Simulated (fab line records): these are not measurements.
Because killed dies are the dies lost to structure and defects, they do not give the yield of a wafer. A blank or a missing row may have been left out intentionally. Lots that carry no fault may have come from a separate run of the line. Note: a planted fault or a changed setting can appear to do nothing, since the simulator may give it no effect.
Comparing a struck lot with a sound one + flow sky130 + 14 out of 708 route steps
Sound: wafers L697.2, L697.3, L697.5. Wafers L704.1, L704.3, L704.6 were the ones struck. Last of all comes the cause.
Per side, at each step with rows, come the tool, then ch with its chambers, and then its first start. Under that, the readings that differ: sound wafers + struck wafers + difference of the means + sigmas: that difference in standard deviations of wafers without a fault.
alike: same words and numbers on both sides, and readings whose means sit less than 2 such deviations apart. not compared: any withheld reading, any reading some wafer has no value for, any bound like >300 that may hide the same value, and any number with overlapping values for which the record gives no deviation.
The two part at a step that has a row with sigmas, a row that says differs or no value, or rows on one side only. When numbers do not overlap yet have no deviation, they are printed without sigmas and do not part them. A reading missing from all wafers of one side parts the sides only when that side holds two or more wafers.

first, 6 steps without rows for these wafers: SKY_LDD_N_HMDS_01 (prime time 60 s); SKY_LDD_N_COAT_02 (resist thk 300 nm); SKY_LDD_N_SOFTBAKE_03 (time 60 s); SKY_LDD_N_EXPOSE_04 (exposes mask NTM, target cd 840 nm); SKY_LDD_N_PEB_05; SKY_LDD_N_DEVELOP_06 (develop time 60 s).
SKY_LDD_N_OVL_MEAS_07:
  struck on overlay-02, day 20 23:41; sound on overlay-01, day 17 23:03
  alike: LDD_N_OVL
then, 5 steps without rows for these wafers: SKY_LDD_N_IMPLANT_08; SKY_LDD_N_IMPLANT_09; SKY_LDD_N_IMPLANT_10; SKY_LDD_N_IMPLANT_11; SKY_LDD_N_IMPLANT_12.
SKY_LDD_N_IMPLANT_13:
  struck on implanter-03, day 21 00:28; sound on implanter-04 ch 0, day 17 23:52
  no value came back on the struck wafers for beam_energy_keV, beam_on_s (s), dose_ions_cm2; on the sound wafers beam_energy_keV reads 49.966 49.973 49.987
next, for these wafers, 1 step has no rows: SKY_LDD_N_IMPLANT_14.

WHERE THEY PART
Only at SKY_LDD_N_IMPLANT_13, as far as this record shows.

WHY: what had been put in by the simulator
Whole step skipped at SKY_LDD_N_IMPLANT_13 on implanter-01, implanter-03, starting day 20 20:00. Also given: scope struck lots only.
